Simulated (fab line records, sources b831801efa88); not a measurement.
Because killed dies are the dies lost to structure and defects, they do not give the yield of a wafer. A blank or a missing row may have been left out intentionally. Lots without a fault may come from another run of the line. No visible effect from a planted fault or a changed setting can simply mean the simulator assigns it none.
Which tool is to blame? | flow sky130 | route of 708 steps, sampled at 1 step: 6 lots, 18 wafers

== WHAT THE GAUGES SHOWED, per wafer ==
SKY_VIA2_CD_MEAS_12 targets a cd of 200 nm.
lot  | measured     | on        | cd-nm (nm)
L959 | day 37 09:26 | cd-sem-01 | 200.9 200.2 202.5
L961 | day 37 19:56 | cd-sem-02 | 199.9 199.7 199.8
L967 | day 39 01:13 | cd-sem-02 | 199.8 199.3 197.0
L970 | day 40 02:39 | cd-sem-01 | 198.9 199.3 199.6
L976 | day 41 19:10 | cd-sem-01 | 198.8 198.2 198.2
L979 | day 42 14:00 | cd-sem-02 | 198.3 199.4 198.3

== TOOL THAT RAN EACH LOT (tool first, then ch and the chambers of the sampled wafers, then the start) ==
No process step before these readings appears in the record.

== THE ANSWER, worked out from the rows above alone ==
Rule: what is usual is taken from the lots themselves. Put in order of their means at a reading, lots are off if they are a third of the lots or fewer, leave a main group of 4 or more, and stand apart from it by a gap of 3 or more times the standard deviation of the main group's means; of several such gaps the widest counts. If all means in a main group match to the digits the tables above print for the reading, that group is not used. A lot without any number at a reading at which 4 lots or more have one is off too. All remaining lots with rows at the step are treated as sound.
Nothing can be told from this: no lot is off at any reading shown.

== WHAT WAS PUT IN BY THE SIMULATOR ==
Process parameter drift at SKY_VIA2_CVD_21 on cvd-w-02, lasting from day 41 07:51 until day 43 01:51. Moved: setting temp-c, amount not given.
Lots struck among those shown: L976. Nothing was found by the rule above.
